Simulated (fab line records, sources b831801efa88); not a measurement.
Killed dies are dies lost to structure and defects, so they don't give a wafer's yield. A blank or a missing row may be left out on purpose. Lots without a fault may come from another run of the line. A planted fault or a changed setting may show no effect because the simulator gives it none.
Which tool did it? | flow gf180mcu | 13 lots, 39 wafers sampled, at 5 steps of a route of 602

WHAT THE GAUGES READ, wafer by wafer
GF_M2_THK_MEAS_06: measures by xrf. Usual: M2_ALCU_THK 440 nm, standard deviation 5.6.
lot  | measured     | on            | M2_ALCU_THK (nm) | flag
L827 | day 18 05:38 | film_metro-01 | 431 435 432      |
L828 | day 18 12:25 | film_metro-02 | 434 437 434      |
L830 | day 19 02:03 | film_metro-02 | 456 451 453      |
L831 | day 19 12:00 | film_metro-04 | 443 441 442      |
L832 | day 19 22:59 | film_metro-01 | 439 440 441      |
L834 | day 20 18:27 | film_metro-04 | 437 436 436      |
L838 | day 22 06:44 | film_metro-02 | 442 436 439      |
L839 | day 22 13:10 | film_metro-04 | 445 445 444      |
L844 | day 24 18:13 | film_metro-01 | 431 439 440      |
L848 | day 25 13:38 | film_metro-04 | 439 439 438      |
L847 | day 25 13:43 | film_metro-01 | 443 442 437      |
L849 | day 25 23:18 | film_metro-04 | 438 435 437      |
L850 | day 26 08:25 | film_metro-01 | 441 441 434      |

GF_V2_THK_MEAS_01. Usual: V2_CVD_00_THK 601 nm, standard deviation 7.3.
lot  | measured     | on            | V2_CVD_00_THK (nm) | flag
L827 | day 19 07:16 | film_metro-03 | 598 593 599        |
L828 | day 19 13:38 | film_metro-01 | 611 605 608        |
L830 | day 20 03:11 | film_metro-01 | 605 601 602        |
L831 | day 20 12:46 | film_metro-01 | 594 595 605        |
L832 | day 20 23:58 | film_metro-03 | 606 610 602        |
L834 | day 21 18:30 | film_metro-03 | 595 602 595        |
L838 | day 23 05:39 | film_metro-02 | 609 603 488        | OFF
L839 | day 23 12:43 | film_metro-03 | 608 485 607        | OFF
L844 | day 25 16:55 | film_metro-03 | 605 595 603        |
L848 | day 26 11:10 | film_metro-03 | 594 594 589        |
L847 | day 26 11:45 | film_metro-02 | 608 601 609        |
L849 | day 26 21:29 | film_metro-03 | 602 604 599        |
L850 | day 27 06:13 | film_metro-03 | 594 605 592        |

WHICH TOOL RAN EACH LOT (tool, then ch and the chambers of the sampled wafers, then the start)
lot  | GF_V1_CVD_23                  | GF_M2_SPUTTER_01             | GF_V2_CVD_00
L827 | cvd_w-02 ch 0,1, day 18 04:26 | pvd_sputter-01, day 18 05:23 | hdpcvd-02 ch 0,2, day 19 07:11
L828 | cvd_w-01 ch 0,1, day 18 11:29 | pvd_sputter-04, day 18 12:11 | hdpcvd-01 ch 0,1, day 19 13:34
L830 | cvd_w-02 ch 0,1, day 19 01:07 | pvd_sputter-02, day 19 01:48 | hdpcvd-01 ch 1,2, day 20 03:07
L831 | cvd_w-02 ch 0,1, day 19 11:04 | pvd_sputter-02, day 19 11:46 | hdpcvd-01 ch 1,2, day 20 12:41
L832 | cvd_w-02 ch 0,1, day 19 22:05 | pvd_sputter-01, day 19 22:44 | hdpcvd-01 ch 0,1,2, day 20 23:52
L834 | cvd_w-02 ch 0,1, day 20 17:28 | pvd_sputter-04, day 20 18:13 | hdpcvd-02 ch 1,2, day 21 18:25
L838 | cvd_w-02 ch 0,1, day 22 05:49 | pvd_sputter-01, day 22 06:30 | hdpcvd-01 ch 0,1,2, day 23 05:34
L839 | cvd_w-02 ch 0,1, day 22 12:14 | pvd_sputter-01, day 22 12:55 | hdpcvd-01 ch 0,2, day 23 12:38
L844 | cvd_w-01 ch 0,1, day 24 17:17 | pvd_sputter-02, day 24 17:58 | hdpcvd-02 ch 0,2, day 25 16:51
L848 | cvd_w-01 ch 0,1, day 25 12:42 | pvd_sputter-04, day 25 13:23 | hdpcvd-02 ch 1,2, day 26 11:06
L847 | cvd_w-02 ch 1, day 25 12:47   | pvd_sputter-01, day 25 13:28 | hdpcvd-01 ch 0,2, day 26 11:41
L849 | cvd_w-01 ch 0,1, day 25 22:23 | pvd_sputter-04, day 25 23:02 | hdpcvd-02 ch 0,1, day 26 21:24
L850 | cvd_w-01 ch 0,1, day 26 07:25 | pvd_sputter-01, day 26 08:10 | hdpcvd-02 ch 1,2, day 27 06:08
- GF_V1_CVD_23: deposits W, target thk 350 nm, time 105.05 s.
- GF_M2_SPUTTER_01: material TiN, target thk 30 nm, time 25 s.
- GF_V2_CVD_00: deposits SiO2, target thk 600 nm, time 100 s.

WHAT THE TOOLS THEMSELVES READ (means of the sampled wafers that have a number; where no wafer has one, the mark that the record gives instead)
GF_V1_CVD_23. Usual: chamber_pressure_Torr 40.00 Torr, standard deviation 0.079; heater_power_w 884 W, standard deviation 67.
lot  | tool     | chamber_pressure_Torr (Torr) | heater_power_w (W) | flag
L827 | cvd_w-02 | 39.95                        | 850                |
L828 | cvd_w-01 | 40.03                        | 914                |
L830 | cvd_w-02 | 39.98                        | 889                |
L831 | cvd_w-02 | 39.95                        | 890                |
L832 | cvd_w-02 | 39.98                        | 898                |
L834 | cvd_w-02 | 40.00                        | 889                |
L838 | cvd_w-02 | 40.01                        | 865                |
L839 | cvd_w-02 | 40.07                        | 897                |
L844 | cvd_w-01 | 40.02                        | 925                |
L848 | cvd_w-01 | 39.92                        | 869                |
L847 | cvd_w-02 | 40.13                        | 834                |
L849 | cvd_w-01 | 40.03                        | 860                |
L850 | cvd_w-01 | 39.88                        | 926                |

GF_M2_SPUTTER_01. Usual: throttle_valve_pct 30.0 %, standard deviation 1.
lot  | tool           | throttle_valve_pct (%) | flag
L827 | pvd_sputter-01 | 30.5                   |
L828 | pvd_sputter-04 | 30.8                   |
L830 | pvd_sputter-02 | 29.6                   |
L831 | pvd_sputter-02 | 29.5                   |
L832 | pvd_sputter-01 | 30.2                   |
L834 | pvd_sputter-04 | 29.8                   |
L838 | pvd_sputter-01 | 30.3                   |
L839 | pvd_sputter-01 | 30.2                   |
L844 | pvd_sputter-02 | 29.5                   |
L848 | pvd_sputter-04 | 29.7                   |
L847 | pvd_sputter-01 | 30.3                   |
L849 | pvd_sputter-04 | 30.6                   |
L850 | pvd_sputter-01 | 30.6                   |

GF_V2_CVD_00. Usual: sih4_flow_sccm 60.00 sccm, standard deviation 0.18.
lot  | tool      | sih4_flow_sccm (sccm) | flag
L827 | hdpcvd-02 | 59.82                 |
L828 | hdpcvd-01 | 59.95                 |
L830 | hdpcvd-01 | 59.91                 |
L831 | hdpcvd-01 | 59.90                 |
L832 | hdpcvd-01 | 59.85                 |
L834 | hdpcvd-02 | 60.09                 |
L838 | hdpcvd-01 | 56.02                 | OFF
L839 | hdpcvd-01 | 56.05                 | OFF
L844 | hdpcvd-02 | 60.08                 |
L848 | hdpcvd-02 | 60.05                 |
L847 | hdpcvd-01 | 60.31                 |
L849 | hdpcvd-02 | 60.23                 |
L850 | hdpcvd-02 | 60.05                 |

THE ANSWER, worked out from the rows above alone
Rule: a lot is off if the mean of its wafers that have a number lies more than 3 standard deviations from the usual mean. A lot without any number at a reading at which 4 lots or more have one is off too. The other lots that the step has rows for count as sound. The gauges are gone through in route order, then the tools' own readings, and for those a lot's mean is taken as printed above. The first step at which some lot is off is used, and at that step the reading that is off furthest; a lot without a number counts as furthest.
Off: L838, L839, at GF_V2_THK_MEAS_01 (V2_CVD_00_THK).
A tool fits if, at a process step before that reading, it ran every lot that is off, and no sound lot after the first of them. The gauges at GF_V2_THK_MEAS_01 aren't tried: what is off there is off at GF_V2_CVD_00 too, on other tools, and a gauge's error can't cause that. None of those tried fits.

WHAT THE SIMULATOR HAD PUT IN
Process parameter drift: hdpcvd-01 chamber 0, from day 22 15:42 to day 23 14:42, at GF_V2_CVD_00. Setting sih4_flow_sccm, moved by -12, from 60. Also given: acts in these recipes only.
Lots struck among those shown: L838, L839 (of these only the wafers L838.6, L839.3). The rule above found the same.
